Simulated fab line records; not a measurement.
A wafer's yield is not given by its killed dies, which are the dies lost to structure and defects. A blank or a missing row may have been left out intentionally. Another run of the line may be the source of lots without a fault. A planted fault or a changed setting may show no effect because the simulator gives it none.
Chamber matching + flow gf180mcu + 4 sister chambers for GF_V5_CMP_26 on cmp-02
The step polishes, stops on SiO2, t overpolish 15 s, target thk 0 nm. 4 wafers are shown with their chamber, then 7 later ones without.

## WAFERS, EACH WITH ITS CHAMBER
| wafer  | chamber | time-to-endpoint-s (s) |
|--------|---------|------------------------|
| L335.1 | 3       | 84                     |
| L335.2 | 0       | 86                     |
| L338.1 | 1       | 84                     |
| L338.4 | 2       | 86                     |

## WAFERS WHOSE CHAMBER IS MISSING
| wafer  | time-to-endpoint-s (s) |
|--------|------------------------|
| L338.6 | 79                     |
| L350.1 | 85                     |
| L350.2 | 78                     |
| L350.5 | 86                     |
| L353.2 | 82                     |
| L353.3 | 83                     |
| L353.6 | 75                     |

## WHICH CHAMBER EACH ONE RAN IN
| wafer  | from the rows above               | in truth |
|--------|-----------------------------------|----------|
| L338.6 | can't be placed: 1 or 3 or 0 or 2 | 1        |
| L350.1 | can't be placed: 0 or 1 or 2 or 3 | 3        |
| L350.2 | can't be placed: 1 or 3 or 0 or 2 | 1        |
| L350.5 | can't be placed: 0 or 2 or 1 or 3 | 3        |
| L353.2 | can't be placed: 1 or 3 or 0 or 2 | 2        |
| L353.3 | can't be placed: 1 or 3 or 0 or 2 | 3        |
| L353.6 | can't be placed: 1 or 3 or 0 or 2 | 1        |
Placed correctly: 0 of 7. From these rows, 7 cannot be placed; in 7 the true chamber is one of the candidates. Wrongly placed: 0.
How it was worked out, from the rows above alone: a wafer's distance from a chamber is the root of the sum, over the readings, of the square of ((its reading less the chamber's mean) divided by the reading's scatter). If the next closest chamber is less than 2 further off than the closest, the wafer can't be placed; otherwise it belongs to the closest. Each chamber's mean is taken over the wafers shown for it. The scatter: with one shown wafer a chamber, the root of the mean of the squares of how far each hidden wafer lies from its nearest shown one.
